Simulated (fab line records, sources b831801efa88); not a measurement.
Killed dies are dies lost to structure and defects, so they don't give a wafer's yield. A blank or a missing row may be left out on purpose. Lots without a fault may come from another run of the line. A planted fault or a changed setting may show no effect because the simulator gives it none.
Which tool did it? | flow sky130 | 13 lots, 39 wafers sampled, at 6 steps of a route of 708

WHAT THE GAUGES READ, wafer by wafer
SKY_VT_ADJUST_LVTN_OVL_MEAS_07. Usual: VT_ADJUST_LVTN_OVL -0.4 nm, standard deviation 1.3.
lot  | measured     | on         | VT_ADJUST_LVTN_OVL (nm) | flag
L265 | day 7 05:07  | overlay-02 | -0.1 -3.2 -0.2          |
L266 | day 7 08:47  | overlay-01 | 3.4 1.5 0.5             |
L267 | day 7 17:50  | overlay-01 | -1.1 -2.4 -0.8          |
L268 | day 8 02:13  | overlay-01 | 1.3 0.0 -0.1            |
L269 | day 8 07:41  | overlay-01 | 1.2 0.2 1.1             |
L270 | day 8 11:28  | overlay-02 | 0.2 -0.6 -2.6           |
L271 | day 8 15:29  | overlay-02 | -1.5 -0.5 -0.8          |
L277 | day 10 11:58 | overlay-01 | - - -                   | OFF
L280 | day 11 07:37 | overlay-02 | -2.3 -1.2 -0.4          |
L282 | day 11 17:03 | overlay-02 | 0.4 1.4 -0.2            |
L285 | day 12 15:05 | overlay-02 | 1.2 -0.3 0.0            |
L286 | day 12 23:26 | overlay-02 | -1.9 -1.3 0.4           |
L287 | day 13 02:20 | overlay-02 | -1.9 1.0 -0.6           |

SKY_VT_ADJUST_LVTN_TW_MEAS_10. Usual: VT_ADJUST_LVTN_TW 239.9, standard deviation 2.9.
lot  | measured     | on            | VT_ADJUST_LVTN_TW | flag
L265 | day 7 05:24  | film_metro-01 | 238.1 237.0 235.8 |
L266 | day 7 09:04  | film_metro-01 | 237.4 235.2 237.3 |
L267 | day 7 18:07  | film_metro-04 | 242.2 242.2 241.2 |
L268 | day 8 02:30  | film_metro-01 | 236.2 235.6 236.0 |
L269 | day 8 07:58  | film_metro-04 | 244.2 244.6 242.8 |
L270 | day 8 11:45  | film_metro-04 | 243.1 245.1 242.6 |
L271 | day 8 15:47  | film_metro-02 | 240.1 240.9 241.7 |
L277 | day 10 12:15 | film_metro-01 | 29.4 29.5 29.5    | OFF
L280 | day 11 07:55 | film_metro-02 | 238.7 238.1 238.0 |
L282 | day 11 17:20 | film_metro-04 | 242.5 243.8 245.2 |
L285 | day 12 15:22 | film_metro-01 | 237.4 237.5 236.6 |
L286 | day 12 23:43 | film_metro-01 | 237.8 237.7 237.7 |
L287 | day 13 02:37 | film_metro-02 | 240.9 241.2 240.4 |

SKY_VT_ADJUST_LVTN_TW_MEAS_21. Usual: VT_ADJUST_LVTN_2_TW 188.1, standard deviation 2.4.
lot  | measured     | on            | VT_ADJUST_LVTN_2_TW | flag
L265 | day 8 02:09  | film_metro-04 | 191.5 191.0 191.4   |
L266 | day 8 05:34  | film_metro-01 | 184.7 184.5 184.5   |
L267 | day 8 14:24  | film_metro-01 | 184.5 183.9 184.3   |
L268 | day 8 23:11  | film_metro-01 | 184.4 185.1 185.1   |
L269 | day 9 04:44  | film_metro-02 | 186.2 186.3 187.5   |
L270 | day 9 08:37  | film_metro-04 | 190.0 188.9 190.3   |
L271 | day 9 12:25  | film_metro-02 | 185.8 187.3 187.3   |
L277 | day 11 11:47 | film_metro-02 | 265.4 263.9 265.1   | OFF
L280 | day 12 07:48 | film_metro-02 | 187.8 187.3 187.5   |
L282 | day 12 17:52 | film_metro-04 | 189.7 190.1 190.4   |
L285 | day 13 16:41 | film_metro-04 | 190.7 189.9 190.8   |
L286 | day 14 00:52 | film_metro-04 | 190.9 190.3 191.0   |
L287 | day 14 04:43 | film_metro-04 | 191.9 191.1 191.2   |

SKY_SONOS_ONO_THK_MEAS_03. Usual: SONOS_ONO_CVD_02_THK 10.55 nm, standard deviation 0.13.
lot  | measured     | on            | SONOS_ONO_CVD_02_THK (nm) | flag
L265 | day 11 21:35 | film_metro-03 | 10.69 10.74 10.68         |
L266 | day 12 04:56 | film_metro-02 | 10.62 10.51 10.62         |
L267 | day 12 13:58 | film_metro-02 | 10.55 10.69 10.58         |
L268 | day 12 23:43 | film_metro-03 | 10.55 10.47 10.43         |
L269 | day 13 06:04 | film_metro-01 | 10.61 10.64 10.67         |
L270 | day 13 11:19 | film_metro-02 | 10.66 10.69 10.75         |
L271 | day 13 14:09 | film_metro-01 | 10.47 10.47 10.46         |
L277 | day 15 23:41 | film_metro-02 | 10.68 10.74 10.64         |
L280 | day 16 20:31 | film_metro-02 | 10.45 10.49 10.45         |
L282 | day 17 09:31 | film_metro-02 | 10.63 10.63 10.67         |
L285 | day 18 12:47 | film_metro-02 | 10.52 10.42 10.46         |
L286 | day 18 22:22 | film_metro-02 | 10.34 10.38 10.35         |
L287 | day 19 02:59 | film_metro-03 | 10.58 10.60 10.69         |

WHICH TOOL RAN EACH LOT (tool, then ch and the chambers of the sampled wafers, then the start)
lot  | SKY_FIELD_ISO_ETCH_15             | SKY_VT_ADJUST_LVTN_EXPOSE_04
L265 | rie_diel-04 ch 0,1,2, day 2 10:56 | iline_stepper-02 ch 0, day 6 19:42
L266 | rie_diel-02 ch 0,2,3, day 2 14:53 | iline_stepper-02 ch 0, day 6 22:29
L267 | rie_diel-04 ch 1,2,3, day 2 20:53 | iline_stepper-01 ch 0, day 7 08:03
L268 | rie_diel-04 ch 2,3, day 3 02:11   | iline_stepper-02 ch 0, day 7 16:30
L269 | rie_diel-02 ch 1,2, day 3 06:53   | iline_stepper-02 ch 0, day 7 21:26
L270 | rie_diel-02 ch 0,2,3, day 3 11:41 | iline_stepper-02 ch 0, day 8 01:06
L271 | rie_diel-02 ch 0,1,2, day 3 16:06 | iline_stepper-01 ch 0, day 8 06:13
L277 | rie_diel-04 ch 0,1,3, day 5 01:56 | iline_stepper-02 ch 0, day 10 00:57
L280 | rie_diel-02 ch 0,1,3, day 5 15:23 | iline_stepper-02 ch 0, day 10 20:46
L282 | rie_diel-01 ch 0,1,2, day 6 02:26 | iline_stepper-01 ch 0, day 11 05:29
L285 | rie_diel-02 ch 0,2,3, day 6 20:42 | iline_stepper-01 ch 0, day 12 03:20
L286 | rie_diel-04 ch 0,2, day 7 02:35   | iline_stepper-01 ch 0, day 12 10:33
L287 | rie_diel-04 ch 0,1,3, day 7 05:24 | iline_stepper-01 ch 0, day 12 13:47
- SKY_FIELD_ISO_ETCH_15: etches the open film in CHF3/O2, stops on Si, target depth 180 nm, time 72 s.
- SKY_VT_ADJUST_LVTN_EXPOSE_04: exposes mask NWM COMPLEMENT LESS NATIVE, target cd 840 nm.

WHAT THE TOOLS THEMSELVES READ (means of the sampled wafers that have a number; where no wafer has one, the mark that the record gives instead)
SKY_FIELD_ISO_ETCH_15. Usual: drypump_motor_current_A 5.8 A, standard deviation 0.51; oes_product_au 0.931 a.u., standard deviation 0.007; throttle_valve_pct 8.840 %, standard deviation 0.0086.
lot  | tool        | drypump_motor_current_A (A) | oes_product_au (a.u.) | throttle_valve_pct (%) | flag
L265 | rie_diel-04 | 6.1                         | 0.927                 | 8.837                  |
L266 | rie_diel-02 | 5.4                         | 0.933                 | 8.841                  |
L267 | rie_diel-04 | 6.1                         | 0.933                 | 8.852                  |
L268 | rie_diel-04 | 6.5                         | 0.934                 | 8.838                  |
L269 | rie_diel-02 | 5.1                         | 0.923                 | 8.848                  |
L270 | rie_diel-02 | 5.4                         | 0.940                 | 8.830                  |
L271 | rie_diel-02 | 5.3                         | 0.930                 | 8.835                  |
L277 | rie_diel-04 | 5.8                         | 0.936                 | 8.843                  |
L280 | rie_diel-02 | 5.3                         | 0.931                 | 8.851                  |
L282 | rie_diel-01 | 6.1                         | 0.936                 | 8.840                  |
L285 | rie_diel-02 | 5.4                         | 0.942                 | 8.840                  |
L286 | rie_diel-04 | 6.2                         | 0.934                 | 8.836                  |
L287 | rie_diel-04 | 5.8                         | 0.936                 | 8.839                  |

SKY_VT_ADJUST_LVTN_EXPOSE_04. Usual: focus_offset_nm 0.1 nm, standard deviation 0.49.
lot  | tool             | focus_offset_nm (nm) | flag
L265 | iline_stepper-02 | -0.0                 |
L266 | iline_stepper-02 | -0.3                 |
L267 | iline_stepper-01 | 0.3                  |
L268 | iline_stepper-02 | 0.6                  |
L269 | iline_stepper-02 | -0.2                 |
L270 | iline_stepper-02 | 0.0                  |
L271 | iline_stepper-01 | 0.2                  |
L277 | iline_stepper-02 | 0.3                  |
L280 | iline_stepper-02 | 0.2                  |
L282 | iline_stepper-01 | -0.1                 |
L285 | iline_stepper-01 | 0.3                  |
L286 | iline_stepper-01 | 0.2                  |
L287 | iline_stepper-01 | 0.4                  |

THE ANSWER, worked out from the rows above alone
Rule: a lot is off if the mean of its wafers that have a number lies more than 3 standard deviations from the usual mean. A lot without any number at a reading at which 4 lots or more have one is off too. The other lots that the step has rows for count as sound. The gauges are gone through in route order, then the tools' own readings, and for those a lot's mean is taken as printed above. The first step at which some lot is off is used, and at that step the reading that is off furthest; a lot without a number counts as furthest.
Off: L277, at SKY_VT_ADJUST_LVTN_OVL_MEAS_07 (VT_ADJUST_LVTN_OVL). Without a number there: L277.
A tool fits if, at a process step before that reading, it ran every lot that is off, and no sound lot after the first of them. The gauges at SKY_VT_ADJUST_LVTN_OVL_MEAS_07 aren't tried: what is off there is off at SKY_VT_ADJUST_LVTN_TW_MEAS_10 too, on other tools, and a gauge's error can't cause that. None of those tried fits.

WHAT THE SIMULATOR HAD PUT IN
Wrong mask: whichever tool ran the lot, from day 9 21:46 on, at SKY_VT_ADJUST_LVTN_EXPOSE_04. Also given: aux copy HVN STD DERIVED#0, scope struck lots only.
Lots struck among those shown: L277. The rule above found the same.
